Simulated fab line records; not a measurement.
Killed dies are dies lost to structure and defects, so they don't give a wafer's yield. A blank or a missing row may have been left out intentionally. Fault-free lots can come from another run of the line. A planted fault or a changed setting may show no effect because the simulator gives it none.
Which tool did it? | flow sky130 | 11 lots, 33 wafers sampled, at 5 steps of a route of 708

WHAT THE GAUGES READ, wafer by wafer
SKY_VIA4_THK_MEAS_01. Usual: for VIA4_HDPCVD_THK the level is 1745 nm and the standard deviation is 19.
lot  | measured     | on           | VIA4_HDPCVD_THK (nm) | flag
L666 | day 42 04:36 | filmMetro-02 | 1712 1770 1725       | 
L667 | day 42 13:02 | filmMetro-04 | 1715 1728 1728       | 
L668 | day 42 17:20 | filmMetro-04 | 1762 1753 1748       | 
L669 | day 43 05:49 | filmMetro-04 | 1749 1734 1733       | 
L671 | day 43 23:24 | filmMetro-04 | 1709 1736 1771       | 
L672 | day 44 00:01 | filmMetro-04 | 1725 1746 1750       | 
L673 | day 44 03:48 | filmMetro-04 | 1748 1727 1729       | 
L675 | day 44 22:33 | filmMetro-04 | 1725 1748 1731       | 
L681 | day 46 09:43 | filmMetro-02 | 1783 1750 1784       | 
L684 | day 47 02:02 | filmMetro-04 | 1708 1750 1722       | 
L689 | day 48 12:04 | filmMetro-01 | 1760 1757 1727       | 

SKY_PASSIVATION_THK_MEAS_01. Usual: for PASSIVATION_CVD_00_THK the level is 89.6 nm and the standard deviation is 1.2.
lot  | measured     | on           | PASSIVATION_CVD_00_THK (nm) | flag
L666 | day 44 05:08 | filmMetro-03 | 87.6 87.1 88.4              | 
L667 | day 44 14:37 | filmMetro-03 | 89.8 89.3 88.8              | 
L668 | day 44 17:16 | filmMetro-01 | 89.7 91.0 90.3              | 
L669 | day 45 05:50 | filmMetro-01 | 90.1 88.6 91.9              | 
L671 | day 45 21:44 | filmMetro-01 | 87.3 86.6 87.9              | 
L672 | day 45 22:41 | filmMetro-03 | 87.5 88.2 89.2              | 
L673 | day 46 02:14 | filmMetro-01 | 88.6 85.5 89.8              | 
L675 | day 46 19:34 | filmMetro-04 | 89.7 91.0 90.2              | 
L681 | day 48 05:23 | filmMetro-03 | 90.6 91.3 91.7              | 
L684 | day 48 20:47 | filmMetro-03 | 87.5 89.8 90.0              | 
L689 | day 50 02:16 | filmMetro-03 | 87.5 88.1 90.2              | 

WHAT TOOL EACH LOT RAN ON (gives the tool, then ch and the chambers of the sampled wafers, and finally the start)
lot  | SKY_METAL4_STRIP_19                 | SKY_VIA4_ETCH_12                  | SKY_PASSIVATION_CVD_00
L666 | plasmaAsher-03 ch 0,1, day 42 03:47 | rieDiel-02 ch 0,2,3, day 43 03:50 | pecvd-03 ch 0,1,2, day 44 05:07
L667 | plasmaAsher-03 ch 0,1, day 42 12:15 | rieDiel-02 ch 0,2,3, day 43 13:00 | pecvd-01 ch 0,2, day 44 14:34
L668 | plasmaAsher-02 ch 0,1, day 42 16:31 | rieDiel-02 ch 1,3, day 43 16:14   | pecvd-04 ch 1,2, day 44 17:14
L669 | plasmaAsher-04 ch 0,1, day 43 04:59 | rieDiel-01 ch 1,2,3, day 44 04:47 | pecvd-03 ch 0,1, day 45 05:49
L671 | plasmaAsher-02 ch 0,1, day 43 22:35 | rieDiel-01 ch 2,3, day 44 21:48   | pecvd-04 ch 0,2, day 45 21:42
L672 | plasmaAsher-03 ch 0,1, day 43 23:11 | rieDiel-02 ch 0,1,2, day 44 22:42 | pecvd-04 ch 0,2, day 45 22:40
L673 | plasmaAsher-04 ch 0,1, day 44 02:53 | rieDiel-01 ch 0,1,2, day 45 02:36 | pecvd-04 ch 1,2, day 46 02:13
L675 | plasmaAsher-02 ch 1, day 44 21:38   | rieDiel-02 ch 0,1, day 45 19:53   | pecvd-03 ch 0,1, day 46 19:32
L681 | plasmaAsher-04 ch 0,1, day 46 08:56 | rieDiel-01 ch 0,3, day 47 06:59   | pecvd-03 ch 0,2, day 48 05:21
L684 | plasmaAsher-02 ch 0,1, day 47 01:16 | rieDiel-02 ch 0,1,3, day 47 22:23 | pecvd-03 ch 1,2, day 48 20:44
L689 | plasmaAsher-04 ch 0,1, day 48 11:08 | rieDiel-01 ch 0,1, day 49 06:17   | pecvd-03 ch 1,2, day 50 02:14
- SKY_METAL4_STRIP_19: strips in O2/N2.
- SKY_VIA4_ETCH_12: etches SiO2 in C4F8/O2/Ar, stops on TiN, target depth 580 nm.
- SKY_PASSIVATION_CVD_00: deposits SiO2, target thk 90 nm.

WHAT THE TOOLS THEMSELVES READ (means of the sampled wafers that have a number; where no wafer has one, the mark that the record gives instead)
SKY_METAL4_STRIP_19. Usual: drypumpMotorCurrentA 6.0 A, standard deviation 0.42; oesProductAu 0.507 a.u., standard deviation 0.0058; stripTimeToEndpointS 6.65 s, standard deviation 0.076.
lot  | tool           | drypumpMotorCurrentA (A) | oesProductAu (a.u.) | stripTimeToEndpointS (s) | flag
L666 | plasmaAsher-03 | 6.0                      | 0.508               | 6.74                     | 
L667 | plasmaAsher-03 | 6.3                      | 0.513               | 6.70                     | 
L668 | plasmaAsher-02 | 6.0                      | 0.508               | 6.69                     | 
L669 | plasmaAsher-04 | 6.1                      | 0.506               | 6.66                     | 
L671 | plasmaAsher-02 | 5.6                      | 0.503               | 6.55                     | 
L672 | plasmaAsher-03 | 6.0                      | 0.503               | 6.58                     | 
L673 | plasmaAsher-04 | 6.2                      | 0.509               | 6.68                     | 
L675 | plasmaAsher-02 | 5.2                      | 0.502               | 6.56                     | 
L681 | plasmaAsher-04 | 6.2                      | 0.511               | 6.68                     | 
L684 | plasmaAsher-02 | 5.6                      | 0.509               | 6.70                     | 
L689 | plasmaAsher-04 | 6.1                      | 0.499               | 6.49                     | 

SKY_VIA4_ETCH_12. Usual: oesProductAu 0.925 a.u., standard deviation 0.0044.
lot  | tool       | oesProductAu (a.u.) | flag
L666 | rieDiel-02 | 0.925               | 
L667 | rieDiel-02 | 0.924               | 
L668 | rieDiel-02 | 0.926               | 
L669 | rieDiel-01 | 0.921               | 
L671 | rieDiel-01 | 0.930               | 
L672 | rieDiel-02 | 0.928               | 
L673 | rieDiel-01 | 0.928               | 
L675 | rieDiel-02 | 0.931               | 
L681 | rieDiel-01 | 0.929               | 
L684 | rieDiel-02 | 0.929               | 
L689 | rieDiel-01 | 0.925               | 

SKY_PASSIVATION_CVD_00. Usual: heaterPowerW 647 W, standard deviation 76.
lot  | tool     | heaterPowerW (W) | flag
L666 | pecvd-03 | 575              | 
L667 | pecvd-01 | 636              | 
L668 | pecvd-04 | 623              | 
L669 | pecvd-03 | 580              | 
L671 | pecvd-04 | 607              | 
L672 | pecvd-04 | 635              | 
L673 | pecvd-04 | 696              | 
L675 | pecvd-03 | 529              | 
L681 | pecvd-03 | 567              | 
L684 | pecvd-03 | 635              | 
L689 | pecvd-03 | 626              | 

THE ANSWER, worked out from the rows above alone
Rule: take the mean of a lot's wafers that have a number; if it is more than 3 standard deviations from the usual mean, the lot is off. A lot without any number at a reading at which 4 lots or more have one is off too. Any other lot the step has rows for is counted as sound. Order of review: gauges by route order, followed by the tools' own readings, for which a lot's mean as printed above is used. At the first step where some lot is off, the reading lying furthest off is the one used; lots without a number count as furthest.
Nothing can be told from this: no lot is off at any reading shown.

WHAT HAD BEEN PUT IN BY THE SIMULATOR
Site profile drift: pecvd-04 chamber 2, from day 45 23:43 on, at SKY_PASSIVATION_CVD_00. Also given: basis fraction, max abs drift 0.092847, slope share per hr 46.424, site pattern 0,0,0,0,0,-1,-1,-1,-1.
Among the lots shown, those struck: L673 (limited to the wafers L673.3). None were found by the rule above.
